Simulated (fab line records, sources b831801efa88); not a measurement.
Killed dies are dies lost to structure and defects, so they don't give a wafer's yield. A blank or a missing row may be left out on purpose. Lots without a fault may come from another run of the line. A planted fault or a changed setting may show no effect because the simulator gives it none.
fab line records | flow gf180mcu
record lots=6 wafers=18 last_day=34
route steps=602 shown NWELL@51 LVPWELL@54 MVSD@66 MVPSD@78 VT_IMPLANT@90
lots that met no fault: from a run of the same line without faults
start_h: hours from the record's first day to the start of the lot's first wafer shown | wait_h: hours since the lot's step before | " the same as in the row above | L1.1+2: a row that stands for several wafers | - no value, or no start given | * or withheld: withheld | < > ~ a bound
route shown NAME@n: a module of which the file shows steps, and the number in the route of the first | usual: mean/standard deviation of fault-free wafers | same: alike in all rows | chamber/n: place in a boat | sites: the reading at each site | _std_site: their standard deviation | _edge_site: outer sites' mean less inner sites' | radius_mm: how far each site lies from the wafer's centre | mask NAME#n: copy n | behind: the tool/chamber that last shaped the wafer | hold: why the lot was held/for how many hours/how that ended | device: the transistor (n, p or np) that didn't switch | end of line: the same wafers' tests at the end of the route | a step without rows: its recipe alone | killed: dies lost to structure and defects at the first sort, not the wafer's yield | map: a wafer's dies, x killed, . not, _ none there
set.NAME: the setting as run; set.NAME@STEP: as run at that earlier step | model.NAME: the simulator's own value behind a step, which no gauge read
lots at some steps of the route; a table a step, a row a wafer
services: from which hour (start_h, from the record's first day; less than 0 if before it) a tool's chamber was out of use, for how many hours, and why
## steps
# step GF_NWELL_IMPLANT_09
# recipe species=P energy_kev=160 dose_cm2=4e+12 tilt_deg=0
# step GF_NWELL_STRIP_10
# recipe chemistry=O2/N2 power_w=1400 pressure_mtorr=1500 platen_temp_c=250 o2_flow_sccm=3000 n2_flow_sccm=300 overash_fraction=0.5
# usual drypump_motor_current_A=5.6/0.52 heater_power_w=326/26 oes_product_au=0.723/0.0053 strip_time_to_endpoint_s=36.93/0.095
# columns lot.wafer tool chamber start_h wait_h drypump_motor_current_A heater_power_w oes_product_au rf_hours_counter_h strip_time_to_endpoint_s
L889.1 plasma_asher-02 0 72.06 0.1 5.2 338 0.715 41 36.95
L889.2 " 1 " " 6.0 339 0.728 41 36.74
L889.5 " 0 " " 5.2 354 0.732 - 36.93
L893.2 plasma_asher-02 0 96.91 0.1 5.2 343 0.727 44 36.90
L893.4 " 1 " " 6.0 353 0.721 - 36.95
L893.5 " 1 " " 6.0 338 0.723 - 37.03
L894.1 plasma_asher-02 1 104.54 0.1 6.0 332 0.720 45 36.87
L894.2 " 0 " " 5.2 335 0.717 45 36.88
L894.4 " 0 " " 5.2 343 0.725 - 36.97
L904.1 plasma_asher-03 1 155.76 0.1 6.2 349 0.724 38 37.11
L904.2 " 0 " " 6.3 310 0.727 38 37.00
L904.4 " 1 " " 6.2 354 0.730 - 37.01
L903.1 plasma_asher-04 0 155.81 0.1 5.7 307 0.716 53 36.87
L903.5 " 0 " " 5.7 307 0.711 - 36.95
L903.6 " 1 " " 4.8 287 0.729 - 36.88
L907.1 plasma_asher-04 0 171.44 0.1 5.7 307 0.726 54 36.85
L907.2 " 1 " " 4.8 284 0.728 54 36.99
L907.6 " 0 " " 5.7 306 0.731 - 36.95
# step GF_NWELL_TW_MEAS_11
# usual NWELL_TW=1569/7.9
# columns lot.wafer tool chamber start_h wait_h NWELL_TW
L889.1 film_metro-02 - 72.16 0.1 1561
L889.2 " - " " 1561
L889.5 " - " " 1571
L893.2 film_metro-02 - 97.02 0.1 1577
L893.4 " - " " 1576
L893.5 " - " " 1576
L894.1 film_metro-01 - 104.64 0.1 1563
L894.2 " - " " 1562
L894.4 " - " " 1572
L904.1 film_metro-02 - 155.86 0.1 1574
L904.2 " - " " 1571
L904.4 " - " " 1567
L903.1 film_metro-04 - 155.91 0.1 1571
L903.5 " - " " 1574
L903.6 " - " " 1561
L907.1 film_metro-01 - 171.54 0.1 1562
L907.2 " - " " 1561
L907.6 " - " " 1561
# step GF_LVPWELL_DEHYDRATE_00
# recipe temp_c=200 time_s=60
# step GF_LVPWELL_HMDS_01
# recipe prime_time_s=60 prime_temp_c=120
# step GF_LVPWELL_COAT_02
# recipe spin_rpm=2000 resist_thk_nm=3000
# step GF_LVPWELL_SOFTBAKE_03
# recipe temp_c=110 time_s=withheld
# step GF_LVPWELL_EXPOSE_04
# recipe mask_id=LVPWELL target_cd_nm=600 na=0.6 source_shape=conventional sigma_outer=0.6 dose_mj=260
# step GF_LVPWELL_PEB_05
# recipe temp_c=115 time_s=withheld
# step GF_LVPWELL_DEVELOP_06
# recipe wall_angle_deg=90 develop_time_s=60 dev_temp_c=23
# step GF_LVPWELL_OVL_MEAS_07
# usual LVPWELL_OVL=0.5/1.1
# columns lot.wafer tool chamber start_h wait_h LVPWELL_OVL[nm]
L889.1 overlay-01 - 85.05 - 1.1
L889.2 " - " " 2.0
L889.5 " - " " 1.9
L893.2 overlay-02 - 109.88 - 3.5
L893.4 " - " " 1.9
L893.5 " - " " 3.0
L894.1 overlay-01 - 118.88 - -0.8
L894.2 " - " " -1.6
L894.4 " - " " 0.2
L904.1 overlay-02 - 171.45 - 0.1
L904.2 " - " " -0.1
L904.4 " - " " -0.3
L903.1 overlay-01 - 171.53 - -1.1
L903.5 " - " " 0.2
L903.6 " - " " -1.1
L907.1 overlay-02 - 187.47 - 0.2
L907.2 " - " " 0.6
L907.6 " - " " 0.5
# step GF_LVPWELL_IMPLANT_08
# recipe species=B energy_kev=170 dose_cm2=1.5e+13 tilt_deg=0
# step GF_LVPWELL_IMPLANT_09
# recipe species=B energy_kev=60 dose_cm2=5e+12 tilt_deg=0
# usual beam_energy_keV=60.003/0.018 beam_on_s=10.00/0.2
# columns lot.wafer tool chamber start_h wait_h beam_energy_keV beam_on_s
L889.1 implanter-03 0 85.24 0.1 60.022 9.78
L889.2 " 0 " " 60.023 10.08
L889.5 " 0 " " 59.986 10.33
L893.2 implanter-04 - 110.09 0.1 - -
L893.4 " - " " - -
L893.5 " - " " - -
L894.1 implanter-02 - 119.06 0.1 - -
L894.2 " - " " - -
L894.4 " - " " - -
L904.1 implanter-02 0 171.64 0.1 60.003 10.30
L904.2 " 0 " " 59.996 9.81
L904.4 " 0 " " 60.000 9.45
L903.1 implanter-04 0 171.71 0.1 59.983 10.05
L903.5 " 0 " " 60.009 10.17
L903.6 " 0 " " 59.983 9.79
L907.1 implanter-02 0 187.66 0.1 60.013 10.06
L907.2 " 0 " " 59.992 9.81
L907.6 " 0 " " 60.026 10.18
# step GF_LVPWELL_STRIP_10
# recipe chemistry=O2/N2 power_w=1400 pressure_mtorr=1500 platen_temp_c=250 o2_flow_sccm=3000 n2_flow_sccm=300 overash_fraction=0.5
# usual drypump_motor_current_A=5.7/0.53 heater_power_w=351/31 oes_product_au=0.722/0.0046 strip_time_to_endpoint_s=37.01/0.11
# columns lot.wafer tool chamber start_h wait_h drypump_motor_current_A heater_power_w oes_product_au rf_hours_counter_h strip_time_to_endpoint_s
L889.1 plasma_asher-02 0 85.39 0.1 5.2 341 0.732 43 37.02
L889.2 " 1 " " 6.0 346 0.733 43 36.93
L889.5 " 0 " " 5.2 350 0.728 - 36.93
L893.2 plasma_asher-01 0 110.21 0.1 6.5 379 0.723 40 37.16
L893.4 " 1 " " 5.6 363 0.719 - 37.18
L893.5 " 1 " " 5.6 361 0.719 - 37.15
L894.1 plasma_asher-04 1 119.21 0.1 4.8 284 0.716 49 36.82
L894.2 " 0 " " 5.7 316 0.726 49 36.86
L894.4 " 1 " " 4.8 294 0.721 - 36.91
L904.1 plasma_asher-02 0 171.79 0.1 5.2 363 0.721 5 37.05
L904.2 " 1 " " 6.1 361 0.717 5 37.00
L904.4 " 0 " " 5.2 363 0.727 - 37.01
L903.1 plasma_asher-01 1 171.86 0.1 5.6 366 0.718 47 37.09
L903.5 " 1 " " 5.6 374 0.729 - 37.13
L903.6 " 0 " " 6.5 383 0.717 - 37.11
L907.1 plasma_asher-04 0 187.81 0.1 5.7 311 0.718 56 36.87
L907.2 " 1 " " 4.8 298 0.722 56 36.85
L907.6 " 1 " " 4.8 286 0.728 - 36.97
# step GF_LVPWELL_TW_MEAS_11
# usual LVPWELL_TW=558/3.2
# columns lot.wafer tool chamber start_h wait_h LVPWELL_TW
L889.1 film_metro-01 - 85.49 0.1 554
L889.2 " - " " 554
L889.5 " - " " 557
L893.2 film_metro-02 - 110.32 0.1 522
L893.4 " - " " 522
L893.5 " - " " 520
L894.1 film_metro-02 - 119.31 0.1 523
L894.2 " - " " 519
L894.4 " - " " 525
L904.1 film_metro-04 - 171.89 0.1 562
L904.2 " - " " 560
L904.4 " - " " 562
L903.1 film_metro-01 - 171.96 0.1 556
L903.5 " - " " 555
L903.6 " - " " 557
L907.1 film_metro-02 - 187.91 0.1 561
L907.2 " - " " 561
L907.6 " - " " 560
# step GF_MVSD_DEHYDRATE_00
# recipe temp_c=200 time_s=60
# step GF_MVSD_HMDS_01
# recipe prime_time_s=60 prime_temp_c=120
# step GF_MVSD_COAT_02
# recipe spin_rpm=2000 resist_thk_nm=3000
# step GF_MVSD_SOFTBAKE_03
# recipe temp_c=110 time_s=withheld
# step GF_MVSD_EXPOSE_04
# recipe mask_id=MVSD target_cd_nm=1000 na=0.6 source_shape=conventional sigma_outer=0.6 dose_mj=260
# step GF_MVSD_PEB_05
# recipe temp_c=115 time_s=withheld
# step GF_MVSD_DEVELOP_06
# recipe wall_angle_deg=90 develop_time_s=60 dev_temp_c=23
# step GF_MVSD_OVL_MEAS_07
# usual MVSD_OVL=-0.1/1.4
# columns lot.wafer tool chamber start_h wait_h MVSD_OVL[nm]
L889.1 overlay-01 - 98.43 - 1.7
L889.2 " - " " 1.3
L889.5 " - " " -0.3
L893.2 overlay-01 - 124.63 - 0.0
L893.4 " - " " -0.2
L893.5 " - " " 1.3
L894.1 overlay-01 - 133.77 - 2.5
L894.2 " - " " 1.4
L894.4 " - " " 3.0
L904.1 overlay-01 - 188.02 - -1.2
L904.2 " - " " -0.1
L904.4 " - " " -0.6
L903.1 overlay-02 - 188.67 - -1.8
L903.5 " - " " -0.1
L903.6 " - " " -1.3
L907.1 overlay-01 - 204.58 - -0.3
L907.2 " - " " -0.3
L907.6 " - " " -0.2
# step GF_MVSD_IMPLANT_08
# recipe species=P energy_kev=400 dose_cm2=1.6e+13 tilt_deg=0
# step GF_MVSD_IMPLANT_09
# recipe species=P energy_kev=100 dose_cm2=5e+12 tilt_deg=0
# step GF_MVSD_STRIP_10
# recipe chemistry=O2/N2 power_w=1400 pressure_mtorr=1500 platen_temp_c=250 o2_flow_sccm=3000 n2_flow_sccm=300 overash_fraction=0.5
# usual drypump_motor_current_A=6.0/0.39 heater_power_w=359/23 oes_product_au=0.723/0.0045 strip_time_to_endpoint_s=36.97/0.11
# columns lot.wafer tool chamber start_h wait_h drypump_motor_current_A heater_power_w oes_product_au rf_hours_counter_h strip_time_to_endpoint_s
L889.1 plasma_asher-01 0 98.76 0.1 6.5 379 0.717 39 36.93
L889.2 " 1 " " 5.7 366 0.728 39 36.93
L889.5 " 1 " " 5.6 364 0.729 - 36.92
L893.2 plasma_asher-01 1 124.96 0.1 5.6 369 0.728 42 37.03
L893.4 " 0 " " 6.4 384 0.726 - 36.88
L893.5 " 0 " " 6.4 386 0.714 - 36.92
L894.1 plasma_asher-03 1 134.11 0.1 6.2 356 0.719 36 37.07
L894.2 " 0 " " 6.2 323 0.726 36 37.02
L894.4 " 0 " " 6.2 318 0.729 - 36.92
L904.1 plasma_asher-03 1 188.35 0.1 6.2 358 0.724 42 37.13
L904.2 " 0 " " 6.1 312 0.724 42 37.03
L904.4 " 0 " " 6.2 315 0.726 - 37.05
L903.1 plasma_asher-03 0 189.00 0.1 6.2 315 0.723 42 36.82
L903.5 " 1 " " 6.2 353 0.718 - 37.00
L903.6 " 0 " " 6.2 316 0.722 - 36.84
L907.1 plasma_asher-02 1 204.91 0.1 6.0 362 0.722 9 36.89
L907.2 " 0 " " 5.2 354 0.729 9 36.84
L907.6 " 1 " " 6.1 349 0.720 - 36.84
# step GF_MVSD_TW_MEAS_11
# usual MVSD_TW=1575/8.2
# columns lot.wafer tool chamber start_h wait_h MVSD_TW
L889.1 film_metro-04 - 98.86 0.1 1579
L889.2 " - " " 1577
L889.5 " - " " 1583
L893.2 film_metro-02 - 125.07 0.1 1573
L893.4 " - " " 1577
L893.5 " - " " 1578
L894.1 film_metro-01 - 134.21 0.1 1585
L894.2 " - " " 1580
L894.4 " - " " 1585
L904.1 film_metro-04 - 188.45 0.1 1576
L904.2 " - " " 1579
L904.4 " - " " 1580
L903.1 film_metro-04 - 189.10 0.1 1575
L903.5 " - " " 1587
L903.6 " - " " 1585
L907.1 film_metro-01 - 205.01 0.1 1565
L907.2 " - " " 1575
L907.6 " - " " 1570
# step GF_MVPSD_DEHYDRATE_00
# recipe temp_c=200 time_s=60
# step GF_MVPSD_HMDS_01
# recipe prime_time_s=60 prime_temp_c=120
# step GF_MVPSD_COAT_02
# recipe spin_rpm=2000 resist_thk_nm=3000
# step GF_MVPSD_SOFTBAKE_03
# recipe temp_c=110 time_s=withheld
# step GF_MVPSD_EXPOSE_04
# recipe mask_id=MVPSD target_cd_nm=1000 na=0.6 source_shape=conventional sigma_outer=0.6 dose_mj=260
# step GF_MVPSD_PEB_05
# recipe temp_c=115 time_s=withheld
# step GF_MVPSD_DEVELOP_06
# recipe wall_angle_deg=90 develop_time_s=60 dev_temp_c=23
# step GF_MVPSD_OVL_MEAS_07
# usual MVPSD_OVL=-1.1/1.3
# columns lot.wafer tool chamber start_h wait_h MVPSD_OVL[nm]
L889.1 overlay-02 - 112.55 - -1.9
L889.2 " - " " -2.6
L889.5 " - " " -2.4
L893.2 overlay-01 - 138.76 - -3.2
L893.4 " - " " -2.3
L893.5 " - " " -2.3
L894.1 overlay-01 - 149.00 - -0.1
L894.2 " - " " -1.5
L894.4 " - " " 0.3
L904.1 overlay-01 - 205.15 - -1.5
L904.2 " - " " -1.1
L904.4 " - " " -1.5
L903.1 overlay-01 - 206.10 - 1.1
L903.5 " - " " 1.8
L903.6 " - " " 0.8
L907.1 overlay-01 - 222.60 - -2.3
L907.2 " - " " -1.7
L907.6 " - " " -0.2
# step GF_MVPSD_IMPLANT_08
# recipe species=B energy_kev=170 dose_cm2=1.5e+13 tilt_deg=0
# step GF_MVPSD_IMPLANT_09
# recipe species=B energy_kev=40 dose_cm2=5e+12 tilt_deg=0
# step GF_MVPSD_STRIP_10
# recipe chemistry=O2/N2 power_w=1400 pressure_mtorr=1500 platen_temp_c=250 o2_flow_sccm=3000 n2_flow_sccm=300 overash_fraction=0.5
# usual drypump_motor_current_A=5.8/0.54 heater_power_w=343/36 oes_product_au=0.723/0.0045 strip_time_to_endpoint_s=36.97/0.12
# columns lot.wafer tool chamber start_h wait_h drypump_motor_current_A heater_power_w oes_product_au rf_hours_counter_h strip_time_to_endpoint_s
L889.1 plasma_asher-01 0 112.89 0.1 6.4 380 0.727 41 36.86
L889.2 " 1 " " 5.7 369 0.726 41 36.89
L889.5 " 0 " " 6.4 382 0.722 - 36.91
L893.2 plasma_asher-03 1 139.09 0.1 6.2 345 0.717 36 36.89
L893.4 " 1 " " 6.2 341 0.724 - 36.89
L893.5 " 1 " " 6.2 346 0.729 - 36.95
L894.1 plasma_asher-04 0 149.34 0.1 5.7 314 0.725 52 36.89
L894.2 " 1 " " 4.8 288 0.726 52 37.00
L894.4 " 0 " " 5.7 303 0.719 - 36.94
L904.1 plasma_asher-03 0 205.49 0.1 6.2 322 0.712 43 37.16
L904.2 " 1 " " 6.2 349 0.730 43 37.14
L904.4 " 0 " " 6.2 319 0.725 - 37.07
L903.1 plasma_asher-03 0 206.44 0.1 6.2 310 0.723 44 36.81
L903.5 " 0 " " 6.2 318 0.718 - 36.89
L903.6 " 1 " " 6.2 350 0.716 - 36.90
L907.1 plasma_asher-01 0 222.94 0.1 6.5 396 0.722 52 36.82
L907.2 " 1 " " 5.6 371 0.725 52 36.83
L907.6 " 1 " " 5.6 359 0.726 - 36.90
# step GF_MVPSD_TW_MEAS_11
# usual MVPSD_TW=551/3
# columns lot.wafer tool chamber start_h wait_h MVPSD_TW
L889.1 film_metro-01 - 112.99 0.1 550
L889.2 " - " " 551
L889.5 " - " " 553
L893.2 film_metro-04 - 139.20 0.1 551
L893.4 " - " " 550
L893.5 " - " " 547
L894.1 film_metro-01 - 149.44 0.1 551
L894.2 " - " " 551
L894.4 " - " " 551
L904.1 film_metro-01 - 205.59 0.1 551
L904.2 " - " " 551
L904.4 " - " " 548
L903.1 film_metro-04 - 206.54 0.1 556
L903.5 " - " " 559
L903.6 " - " " 557
L907.1 film_metro-01 - 223.04 0.1 548
L907.2 " - " " 547
L907.6 " - " " 548
# step GF_VT_IMPLANT_DEHYDRATE_00
# recipe temp_c=200 time_s=60
# step GF_VT_IMPLANT_HMDS_01
# recipe prime_time_s=60 prime_temp_c=120
# step GF_VT_IMPLANT_COAT_02
# recipe resist=NOVOLAK spin_rpm=3058 resist_thk_nm=1000
# step GF_VT_IMPLANT_RS_MEAS_48
# recipe thk_meas_gauge=four-point-probe
# usual LVPWELL_RS=1197/3.3
# columns lot.wafer tool chamber start_h wait_h LVPWELL_RS[ohm/sq]
L889.1 film_metro-01 - 174.70 0.1 1191
L889.2 " - " " 1192
L889.5 " - " " 1194
L893.2 film_metro-02 - 203.93 0.1 1532
L893.4 " - " " 1531
L893.5 " - " " 1532
L894.1 film_metro-04 - 217.60 0.1 1539
L894.2 " - " " 1541
L894.4 " - " " 1541
L904.1 film_metro-02 - 278.94 0.1 1196
L904.2 " - " " 1195
L904.4 " - " " 1195
L903.1 film_metro-04 - 280.24 0.1 1199
L903.5 " - " " 1196
L903.6 " - " " 1196
L907.1 film_metro-01 - 298.11 0.1 1197
L907.2 " - " " 1196
L907.6 " - " " 1197
## services
# columns tool chamber start_h hours kind
plasma_asher-03 - 73.25 14.6 pm
plasma_asher-04 - 103.48 4.2 repair
plasma_asher-02 - 108.75 9.0 pm
plasma_asher-02 0 108.75 9.0 vent_cycle
plasma_asher-02 1 108.75 9.0 vent_cycle
plasma_asher-03 - 110.46 1.0 repair
implanter-04 - 115.88 5.5 repair
plasma_asher-02 0 117.75 - clean
plasma_asher-02 1 117.75 - clean
implanter-03 - 126.45 56.8 repair
implanter-02 - 163.72 3.0 repair
plasma_asher-01 - 181.17 1.0 repair
implanter-02 - 205.41 5.0 repair
plasma_asher-04 - 211.53 2.8 repair
## key
first_sign step=GF_LVPWELL_IMPLANT_09 reading=tool_record direction=missing
effect step=GF_LVPWELL_TW_MEAS_11 reading=LVPWELL_TW direction=down sigmas=12 usual=558 struck=522
effect step=GF_VT_IMPLANT_RS_MEAS_48 reading=LVPWELL_RS direction=up sigmas=99+ usual=1197 struck=1536
met_at GF_LVPWELL_IMPLANT_09
struck_wafers L893.2,L893.4,L893.5,L894.1,L894.2,L894.4
later_rows_left_out L893.2,L893.4,L893.5,L894.1,L894.2,L894.4
sort_left_out L893.2,L893.4,L893.5,L894.1,L894.2,L894.4
tester_left_out L893,L894
fault kind=skipped_step_whole tool=implanter-02,implanter-04 chamber=- onset_h=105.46 steps=GF_LVPWELL_IMPLANT_09 scope=struck_lots_only
# tester_left_out: of these lots the tester's yield and bins aren't shown, on N5 and GAA mostly nor the transistor test; their killed dies are dies lost to structure and defects alone, not to doping, threshold or leakage, so they don't give the yield
# sort_left_out: the simulated sort isn't trusted on such a fault, so these wafers' sort isn't shown, and their yield isn't known
# later_rows_left_out: the simulator's readings of these wafers behind a module that went badly wrong aren't trusted and aren't shown, but for the sort
